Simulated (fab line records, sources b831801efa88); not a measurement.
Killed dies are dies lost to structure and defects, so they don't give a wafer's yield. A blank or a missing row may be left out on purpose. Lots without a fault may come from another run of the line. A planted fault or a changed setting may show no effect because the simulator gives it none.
Problem report in the 8D (eight disciplines) form, filled by code | flow sky130 | the parts of the form that need people (team, actions taken, sign-off) are left out

1. THE PROBLEM
beam_energy_keV at SKY_LDD_N_IMPLANT_09 reads a mean of 18.407 on 6 wafers of 2 lots; wafers without a fault read 19.999 with a standard deviation of 0.0062. That is -99 or more standard deviations from the usual mean.
First seen on wafer L201.1, day 22 03:10, on implanter-02. The record holds 18 wafers of 6 lots with a number at this step. Rule for "out", or "out of limits": more than 4 standard deviations from the usual mean. The other wafers with a number count as sound.

2. WHAT IT IS AND WHAT IT IS NOT
question                    | is                     | is not
which readings at this step | beam_energy_keV        | faraday_current_uA
which lots                  | L201, L202             | L189, L193, L209, L212
which wafers of those lots  | all that have a number | -
read on which tools         | implanter-02           | implanter-04
when                        | from day 22 03:10      | up to then (6 sound wafers); but 6 sound wafers of L209, L212 came after

3. SUSPECTS, AND WHAT RULES EACH OUT
Counting: a tool at a process step up to the reading stays a suspect if it ran every lot that is out and no sound lot after the first of them.
- implanter-02 at SKY_LDD_N_IMPLANT_09: ruled out as a lasting fault. Sound lots L212 ran on it after its first lot that is out, L201 (day 22 03:10).
Left after counting: nothing in the record.

4. THE CAUSE (what the simulator had put in)
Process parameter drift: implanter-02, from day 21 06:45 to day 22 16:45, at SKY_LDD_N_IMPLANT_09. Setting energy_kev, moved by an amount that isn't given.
Counting ruled it out, wrongly.

5. THE CHAIN OF EFFECTS, in route order
Each row: a reading whose mean over the struck wafers that have a number lies more than 3 standard deviations from the usual. Only readings for which the record gives a usual standard deviation are gone through. hours: the time from each lot's start at the first step in this table that gives one to its start at this step, as a median over the lots. sigmas: the change in usual standard deviations.
hours | step                 | reading         | usual  | on struck wafers | change | sigmas
0     | SKY_LDD_N_IMPLANT_09 | beam_energy_keV | 19.999 | 18.407           | -1.592 | -99 or more
The process steps in it:
- SKY_LDD_N_IMPLANT_09

6. WHAT WOULD HAVE CAUGHT IT SOONER
In this record the first reading out of limits was taken at day 22 03:10, 20 hours after the fault began at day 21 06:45.
